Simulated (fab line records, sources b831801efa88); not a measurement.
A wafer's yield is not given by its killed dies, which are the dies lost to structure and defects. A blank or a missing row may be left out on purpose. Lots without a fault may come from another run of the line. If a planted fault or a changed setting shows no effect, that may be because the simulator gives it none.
The tool behind it: which one? || flow gf180mcu || Sampling: 13 lots, 39 wafers, 5 of 602 route steps

WHAT THE GAUGES READ, wafer by wafer
GF_HV_LDD_THK_MEAS_55.
{"lot": "L628", "measured": "day 12 09:57", "on": "filmMetro-02", "HV_LDD_CVD_54_THK (nm)": "9.89 9.90 10.02"}
{"lot": "L629", "measured": "day 12 19:06", "on": "filmMetro-02", "HV_LDD_CVD_54_THK (nm)": "10.00 10.02 10.00"}
{"lot": "L630", "measured": "day 12 21:52", "on": "filmMetro-03", "HV_LDD_CVD_54_THK (nm)": "9.90 10.05 9.98"}
{"lot": "L631", "measured": "day 13 02:46", "on": "filmMetro-03", "HV_LDD_CVD_54_THK (nm)": "10.06 10.11 9.97"}
{"lot": "L632", "measured": "day 13 15:56", "on": "filmMetro-02", "HV_LDD_CVD_54_THK (nm)": "9.83 9.79 9.74"}
{"lot": "L635", "measured": "day 14 17:32", "on": "filmMetro-04", "HV_LDD_CVD_54_THK (nm)": "9.96 9.93 9.85"}
{"lot": "L637", "measured": "day 15 10:32", "on": "filmMetro-02", "HV_LDD_CVD_54_THK (nm)": "12.63 12.57 12.69"}
{"lot": "L639", "measured": "day 16 10:01", "on": "filmMetro-03", "HV_LDD_CVD_54_THK (nm)": "12.71 12.58 12.61"}
{"lot": "L647", "measured": "day 18 18:26", "on": "filmMetro-03", "HV_LDD_CVD_54_THK (nm)": "9.99 9.98 9.85"}
{"lot": "L648", "measured": "day 19 03:58", "on": "filmMetro-02", "HV_LDD_CVD_54_THK (nm)": "10.12 10.06 10.10"}
{"lot": "L649", "measured": "day 19 07:55", "on": "filmMetro-03", "HV_LDD_CVD_54_THK (nm)": "9.97 9.93 10.02"}
{"lot": "L650", "measured": "day 19 16:07", "on": "filmMetro-03", "HV_LDD_CVD_54_THK (nm)": "10.24 10.11 10.10"}
{"lot": "L651", "measured": "day 20 03:02", "on": "filmMetro-03", "HV_LDD_CVD_54_THK (nm)": "9.98 9.99 9.91"}

GF_NSD_TW_MEAS_12.
{"lot": "L628", "measured": "day 13 06:51", "on": "filmMetro-03", "NSD_TW": "4215 4217 4220"}
{"lot": "L629", "measured": "day 13 16:59", "on": "filmMetro-02", "NSD_TW": "4254 4285 4264"}
{"lot": "L630", "measured": "day 13 19:44", "on": "filmMetro-03", "NSD_TW": "4203 4204 4186"}
{"lot": "L631", "measured": "day 14 00:47", "on": "filmMetro-03", "NSD_TW": "4233 4224 4248"}
{"lot": "L632", "measured": "day 14 14:33", "on": "filmMetro-01", "NSD_TW": "4204 4225 4202"}
{"lot": "L635", "measured": "day 15 17:05", "on": "filmMetro-03", "NSD_TW": "4215 4220 4237"}
{"lot": "L637", "measured": "day 16 09:50", "on": "filmMetro-03", "NSD_TW": "4173 4166 4179"}
{"lot": "L639", "measured": "day 17 10:13", "on": "filmMetro-01", "NSD_TW": "4220 4238 4237"}
{"lot": "L647", "measured": "day 19 20:21", "on": "filmMetro-03", "NSD_TW": "4200 4220 4210"}
{"lot": "L648", "measured": "day 20 06:05", "on": "filmMetro-01", "NSD_TW": "4244 4262 4253"}
{"lot": "L649", "measured": "day 20 09:29", "on": "filmMetro-01", "NSD_TW": "4250 4266 4254"}
{"lot": "L650", "measured": "day 20 18:19", "on": "filmMetro-01", "NSD_TW": "4246 4255 4231"}
{"lot": "L651", "measured": "day 21 05:06", "on": "filmMetro-01", "NSD_TW": "4201 4212 4223"}

GF_PSD_OVL_MEAS_08.
{"lot": "L628", "measured": "day 14 03:08", "on": "overlay-02", "PSD_OVL (nm)": "0.3 0.2 0.6"}
{"lot": "L629", "measured": "day 14 13:06", "on": "overlay-02", "PSD_OVL (nm)": "0.6 1.1 1.4"}
{"lot": "L630", "measured": "day 14 16:15", "on": "overlay-02", "PSD_OVL (nm)": "1.3 1.0 0.4"}
{"lot": "L631", "measured": "day 14 21:10", "on": "overlay-02", "PSD_OVL (nm)": "3.6 4.0 1.9"}
{"lot": "L632", "measured": "day 15 11:42", "on": "overlay-02", "PSD_OVL (nm)": "-0.4 -1.3 -1.6"}
{"lot": "L635", "measured": "day 16 15:07", "on": "overlay-01", "PSD_OVL (nm)": "1.6 -0.4 -0.5"}
{"lot": "L637", "measured": "day 17 08:19", "on": "overlay-01", "PSD_OVL (nm)": "0.3 1.3 -1.0"}
{"lot": "L639", "measured": "day 18 09:28", "on": "overlay-02", "PSD_OVL (nm)": "0.8 0.6 -0.8"}
{"lot": "L647", "measured": "day 20 20:15", "on": "overlay-01", "PSD_OVL (nm)": "1.5 2.5 0.1"}
{"lot": "L648", "measured": "day 21 06:19", "on": "overlay-01", "PSD_OVL (nm)": "1.2 1.5 2.7"}
{"lot": "L649", "measured": "day 21 09:54", "on": "overlay-01", "PSD_OVL (nm)": "3.1 1.8 1.7"}
{"lot": "L650", "measured": "day 21 18:23", "on": "overlay-01", "PSD_OVL (nm)": "-0.7 1.1 1.8"}
{"lot": "L651", "measured": "day 22 04:58", "on": "overlay-01", "PSD_OVL (nm)": "-1.1 0.2 -0.2"}

TOOL THAT RAN EACH LOT (tool first, then ch and the chambers of the sampled wafers, then the start)
{"lot": "L628", "GF_HV_LDD_RTA_52": "rtpAnneal-02 ch 0, day 12 08:45", "GF_HV_LDD_CVD_54": "lpcvd-02 ch 0, day 12 08:54"}
{"lot": "L629", "GF_HV_LDD_RTA_52": "rtpAnneal-02 ch 0, day 12 17:54", "GF_HV_LDD_CVD_54": "lpcvd-01 ch 1, day 12 18:04"}
{"lot": "L630", "GF_HV_LDD_RTA_52": "rtpAnneal-01 ch 0, day 12 20:40", "GF_HV_LDD_CVD_54": "lpcvd-01 ch 1, day 12 20:51"}
{"lot": "L631", "GF_HV_LDD_RTA_52": "rtpAnneal-02 ch 0, day 13 01:33", "GF_HV_LDD_CVD_54": "lpcvd-02 ch 0, day 13 01:43"}
{"lot": "L632", "GF_HV_LDD_RTA_52": "rtpAnneal-01 ch 0, day 13 14:44", "GF_HV_LDD_CVD_54": "lpcvd-01 ch 1, day 13 14:54"}
{"lot": "L635", "GF_HV_LDD_RTA_52": "rtpAnneal-01 ch 0, day 14 16:15", "GF_HV_LDD_CVD_54": "lpcvd-02 ch 1, day 14 16:31"}
{"lot": "L637", "GF_HV_LDD_RTA_52": "rtpAnneal-01 ch 0, day 15 09:20", "GF_HV_LDD_CVD_54": "lpcvd-02 ch 0, day 15 09:29"}
{"lot": "L639", "GF_HV_LDD_RTA_52": "rtpAnneal-02 ch 0, day 16 08:48", "GF_HV_LDD_CVD_54": "lpcvd-02 ch 0, day 16 08:59"}
{"lot": "L647", "GF_HV_LDD_RTA_52": "rtpAnneal-02 ch 0, day 18 17:13", "GF_HV_LDD_CVD_54": "lpcvd-02 ch 0, day 18 17:24"}
{"lot": "L648", "GF_HV_LDD_RTA_52": "rtpAnneal-01 ch 0, day 19 02:46", "GF_HV_LDD_CVD_54": "lpcvd-02 ch 0, day 19 02:57"}
{"lot": "L649", "GF_HV_LDD_RTA_52": "rtpAnneal-02 ch 0, day 19 06:43", "GF_HV_LDD_CVD_54": "lpcvd-02 ch 0, day 19 06:53"}
{"lot": "L650", "GF_HV_LDD_RTA_52": "rtpAnneal-02 ch 0, day 19 14:55", "GF_HV_LDD_CVD_54": "lpcvd-01 ch 1, day 19 15:06"}
{"lot": "L651", "GF_HV_LDD_RTA_52": "rtpAnneal-02 ch 0, day 20 01:50", "GF_HV_LDD_CVD_54": "lpcvd-02 ch 0, day 20 01:59"}
- GF_HV_LDD_RTA_52: time 10 s.
- GF_HV_LDD_CVD_54: deposits SiO2 from TEOS, target thk 10 nm, time 75 s.

WHAT THE TOOLS THEMSELVES READ (means of the sampled wafers that have a number; where no wafer has one, the mark that the record gives instead)
GF_HV_LDD_RTA_52.
{"lot": "L628", "tool": "rtpAnneal-02", "lampPowerPct (%)": 29.5, "wafer_temp_C_max": 1010.5}
{"lot": "L629", "tool": "rtpAnneal-02", "lampPowerPct (%)": 29.6, "wafer_temp_C_max": 1008.3}
{"lot": "L630", "tool": "rtpAnneal-01", "lampPowerPct (%)": 31.8, "wafer_temp_C_max": 1005.8}
{"lot": "L631", "tool": "rtpAnneal-02", "lampPowerPct (%)": 29.6, "wafer_temp_C_max": 1008.7}
{"lot": "L632", "tool": "rtpAnneal-01", "lampPowerPct (%)": 31.8, "wafer_temp_C_max": 1005.3}
{"lot": "L635", "tool": "rtpAnneal-01", "lampPowerPct (%)": 31.8, "wafer_temp_C_max": 1006.7}
{"lot": "L637", "tool": "rtpAnneal-01", "lampPowerPct (%)": 31.8, "wafer_temp_C_max": 1005.4}
{"lot": "L639", "tool": "rtpAnneal-02", "lampPowerPct (%)": 29.6, "wafer_temp_C_max": 1007.9}
{"lot": "L647", "tool": "rtpAnneal-02", "lampPowerPct (%)": 29.6, "wafer_temp_C_max": 1008.3}
{"lot": "L648", "tool": "rtpAnneal-01", "lampPowerPct (%)": 31.8, "wafer_temp_C_max": 1006.4}
{"lot": "L649", "tool": "rtpAnneal-02", "lampPowerPct (%)": 29.6, "wafer_temp_C_max": 1007.5}
{"lot": "L650", "tool": "rtpAnneal-02", "lampPowerPct (%)": 29.6, "wafer_temp_C_max": 1010.4}
{"lot": "L651", "tool": "rtpAnneal-02", "lampPowerPct (%)": 29.6, "wafer_temp_C_max": 1008.2}

GF_HV_LDD_CVD_54.
{"lot": "L628", "tool": "lpcvd-02", "spikeTcBottomC (C)": 699.8, "spikeTcCentreC (C)": 680.5, "spikeTcLowerC (C)": 679.1, "spikeTcTopC (C)": 697.2, "spikeTcUpperC (C)": 680.8, "susceptorTempC (C)": 680.1}
{"lot": "L629", "tool": "lpcvd-01", "spikeTcBottomC (C)": 701.8, "spikeTcCentreC (C)": 681.4, "spikeTcLowerC (C)": 680.3, "spikeTcTopC (C)": 699.0, "spikeTcUpperC (C)": 680.5, "susceptorTempC (C)": 680.1}
{"lot": "L630", "tool": "lpcvd-01", "spikeTcBottomC (C)": 702.9, "spikeTcCentreC (C)": 679.1, "spikeTcLowerC (C)": 680.8, "spikeTcTopC (C)": 699.2, "spikeTcUpperC (C)": 680.2, "susceptorTempC (C)": 680.0}
{"lot": "L631", "tool": "lpcvd-02", "spikeTcBottomC (C)": 699.5, "spikeTcCentreC (C)": 679.4, "spikeTcLowerC (C)": 678.8, "spikeTcTopC (C)": 696.3, "spikeTcUpperC (C)": 681.8, "susceptorTempC (C)": 679.9}
{"lot": "L632", "tool": "lpcvd-01", "spikeTcBottomC (C)": 702.5, "spikeTcCentreC (C)": 680.7, "spikeTcLowerC (C)": 681.0, "spikeTcTopC (C)": 697.6, "spikeTcUpperC (C)": 680.6, "susceptorTempC (C)": 680.1}
{"lot": "L635", "tool": "lpcvd-02", "spikeTcBottomC (C)": 702.6, "spikeTcCentreC (C)": 679.4, "spikeTcLowerC (C)": 677.9, "spikeTcTopC (C)": 692.8, "spikeTcUpperC (C)": 681.2, "susceptorTempC (C)": 679.5}
{"lot": "L637", "tool": "lpcvd-02", "spikeTcBottomC (C)": 709.7, "spikeTcCentreC (C)": 689.2, "spikeTcLowerC (C)": 689.5, "spikeTcTopC (C)": 706.0, "spikeTcUpperC (C)": 691.8, "susceptorTempC (C)": 680.0}
{"lot": "L639", "tool": "lpcvd-02", "spikeTcBottomC (C)": 709.7, "spikeTcCentreC (C)": 689.6, "spikeTcLowerC (C)": 688.4, "spikeTcTopC (C)": 705.2, "spikeTcUpperC (C)": 691.4, "susceptorTempC (C)": 680.0}
{"lot": "L647", "tool": "lpcvd-02", "spikeTcBottomC (C)": 700.9, "spikeTcCentreC (C)": 680.8, "spikeTcLowerC (C)": 680.0, "spikeTcTopC (C)": 696.9, "spikeTcUpperC (C)": 681.0, "susceptorTempC (C)": 680.0}
{"lot": "L648", "tool": "lpcvd-02", "spikeTcBottomC (C)": 699.2, "spikeTcCentreC (C)": 679.1, "spikeTcLowerC (C)": 679.2, "spikeTcTopC (C)": 696.5, "spikeTcUpperC (C)": 680.9, "susceptorTempC (C)": 680.0}
{"lot": "L649", "tool": "lpcvd-02", "spikeTcBottomC (C)": 700.5, "spikeTcCentreC (C)": 678.7, "spikeTcLowerC (C)": 679.1, "spikeTcTopC (C)": 696.1, "spikeTcUpperC (C)": 680.6, "susceptorTempC (C)": 680.4}
{"lot": "L650", "tool": "lpcvd-01", "spikeTcBottomC (C)": 702.9, "spikeTcCentreC (C)": 680.9, "spikeTcLowerC (C)": 680.7, "spikeTcTopC (C)": 700.8, "spikeTcUpperC (C)": 679.4, "susceptorTempC (C)": 679.6}
{"lot": "L651", "tool": "lpcvd-02", "spikeTcBottomC (C)": 699.4, "spikeTcCentreC (C)": 679.5, "spikeTcLowerC (C)": 678.6, "spikeTcTopC (C)": 695.8, "spikeTcUpperC (C)": 681.2, "susceptorTempC (C)": 679.9}

THE ANSWER, worked out from the rows above alone
Rule: the lots themselves supply what counts as usual. Put in order of their means at a reading, lots are off if they are a third of the lots or fewer, leave a main group of 4 or more, and stand apart from it by a gap of 3 or more times the standard deviation of the main group's means; of several such gaps the widest counts. The tables above print the reading to a certain number of digits; a main group whose means all agree to those digits is not used. A lot without any number at a reading at which 4 lots or more have one is off too. Any other lot the step has rows for is counted as sound. Order of review: gauges by route order, followed by the tools' own readings, for which a lot's mean as printed above is used. The first step at which some lot is off is used, and at that step the reading that is off furthest; a lot without a number counts as furthest.
Off: at GF_HV_LDD_THK_MEAS_55 (HV_LDD_CVD_54_THK), L637, L639. The main group has a mean of 9.98 nm with a standard deviation of 0.092.
A tool fits if, at a process step before that reading, it ran every lot that is off, and no sound lot after the first of them. Not tried: the gauges at GF_HV_LDD_THK_MEAS_55; whatever is off there is also off at GF_HV_LDD_CVD_54, on other tools, and gauge error can't account for it. Of those tried, none fits.

WHAT THE SIMULATOR HAD INSERTED
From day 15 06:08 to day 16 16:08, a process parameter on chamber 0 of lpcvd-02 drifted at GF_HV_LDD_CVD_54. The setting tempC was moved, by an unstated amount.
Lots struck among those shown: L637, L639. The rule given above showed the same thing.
